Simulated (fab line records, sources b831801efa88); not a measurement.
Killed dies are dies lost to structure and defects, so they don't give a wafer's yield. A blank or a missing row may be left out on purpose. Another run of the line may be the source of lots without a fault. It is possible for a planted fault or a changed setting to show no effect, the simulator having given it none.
Matching of chambers -- flow gf180mcu -- GF_V1_CMP_04 on cmp-01: 4 sister chambers
The step polishes SiO2. 8 wafers are shown with their chamber, then 7 later ones without.

== EACH WAFER AND ITS CHAMBER ==
wafer,chamber,motor current A (A),time to endpoint s (s)
L734.2,1,11.2,72
L739.6,3,11.2,86
L740.4,2,11.7,75
L740.5,0,12.1,74
L740.6,1,10.5,72
L743.1,2,11.2,76
L743.4,0,13.0,72
L743.5,3,11.6,77

== WAFERS WITHOUT THEIR CHAMBER ==
wafer,motor current A (A),time to endpoint s (s)
L744.4,11.3,75
L744.5,11.3,74
L744.6,10.9,74
L746.1,11.4,72
L746.2,11.0,74
L746.4,12.8,73
L747.5,11.0,72

== EACH ONE'S CHAMBER ==
wafer,from the rows above,in truth
L744.4,can't be placed: 2 or 1 or 3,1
L744.5,can't be placed: 2 or 1 or 3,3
L744.6,can't be placed: 1 or 2 or 3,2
L746.1,can't be placed: 2 or 1 or 0 or 3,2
L746.2,can't be placed: 1 or 2 or 3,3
L746.4,0,0
L747.5,can't be placed: 1 or 2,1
Placed correctly: 1 of 7. Can't be placed from these rows: 6 (the true chamber is among the candidates in 6). Wrongly placed: 0.
How it was worked out, from the rows above alone: a wafer's distance from a chamber is the root of the sum, over the readings, of the square of ((its reading less the chamber's mean) divided by the reading's scatter). The wafer belongs to the nearest chamber; if the next one is less than 2 further off, it can't be placed. The mean given for a chamber averages the wafers shown for that chamber. The scatter is the square root of a quotient: the sum, over the shown wafers, of each reading's squared deviation from its chamber's mean, divided by wafers minus chambers.
